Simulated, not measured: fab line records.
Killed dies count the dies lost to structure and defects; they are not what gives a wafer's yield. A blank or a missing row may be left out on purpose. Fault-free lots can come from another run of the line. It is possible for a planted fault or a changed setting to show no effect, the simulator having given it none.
The tool behind it: which one?    flow sky130    Sampling: 7 lots, 21 wafers, 3 of 708 route steps

## WHAT THE GAUGES READ, wafer by wafer
SKY_LDD_HVN_OVL_MEAS_07.
lot   measured      on          LDD_HVN_OVL (nm)
L178  day 21 01:34  overlay-02  -1.6 -1.9 -0.1
L180  day 22 07:32  overlay-01  -0.9 -1.3 -0.5
L182  day 23 04:03  overlay-01  -74.3 -74.0 -75.1 -75.7 -75.3 -76.5
L184  day 24 00:05  overlay-01  2.6 0.5 -1.2
L188  day 25 10:30  overlay-02  0.9 1.6 0.6
L193  day 27 02:20  overlay-02  0.4 0.4 0.8
L198  day 28 13:02  overlay-01  -0.1 1.4 2.0

## TOOL THAT RAN EACH LOT (tool first, then ch and the chambers of the sampled wafers, then the start)
lot   SKY_POLY_GATE_ETCH_17             SKY_LDD_HVN_EXPOSE_04
L178  rie si-02 ch 1,2, day 17 01:06    iline stepper-01 ch 0, day 20 10:18
L180  rie si-01 ch 2,3, day 18 05:29    iline stepper-02 ch 0, day 21 16:28
L182  rie si-02 ch 0,2, day 18 22:19    iline stepper-01 ch 0, day 22 12:13
L184  rie si-01 ch 0,1,2, day 19 21:53  iline stepper-02 ch 0, day 23 09:05
L188  rie si-02 ch 0,1,3, day 21 10:27  iline stepper-02 ch 0, day 24 19:30
L193  rie si-01 ch 1,2,3, day 23 01:51  iline stepper-02 ch 0, day 26 11:17
L198  rie si-02 ch 1,2,3, day 24 17:18  iline stepper-02 ch 0, day 27 22:46
- SKY_POLY_GATE_ETCH_17: etches poly-Si in HBr/Cl2, stops on SiO2, target depth 180 nm, time 70.5 s.
- SKY_LDD_HVN_EXPOSE_04: exposes mask HVNTM, target cd 700 nm.

## THE ANSWER, worked out from the rows above alone
Rule: usual is defined by the lots themselves. Put in order of their means at a reading, lots are off if they are a third of the lots or fewer, leave a main group of 4 or more, and stand apart from it by a gap of 3 or more times the standard deviation of the main group's means; of several such gaps the widest counts. A main group whose means are all the same, to the digits that the tables above print for the reading, isn't used. Also off: a lot with no number at a reading for which 4 or more lots have one. The other lots that the step has rows for count as sound.
Off: at SKY_LDD_HVN_OVL_MEAS_07 (LDD_HVN_OVL), L182. For the main group the mean is 0.2 nm and the standard deviation 0.91.
A tool fits if, at a process step before that reading, it ran every lot that is off, and no sound lot after the first of them. The gauges at SKY_LDD_HVN_OVL_MEAS_07 are tried like those tools. One fits: SKY_LDD_HVN_EXPOSE_04 on iline stepper-01. A fault onset in the window from L178 (day 20 10:18, its last sound lot) to L182 (day 22 12:13, its first lot off) fits.

## WHAT WAS PUT IN BY THE SIMULATOR
Scanner matching overlay: iline stepper-01, from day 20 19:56 on, at SKY_LDD_HVN_EXPOSE_04. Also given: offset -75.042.
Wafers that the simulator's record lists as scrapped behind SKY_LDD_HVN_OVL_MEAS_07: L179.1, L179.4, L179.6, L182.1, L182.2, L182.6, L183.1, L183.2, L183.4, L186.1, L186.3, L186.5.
Shown lots that were struck: L182. The rule above found the same.
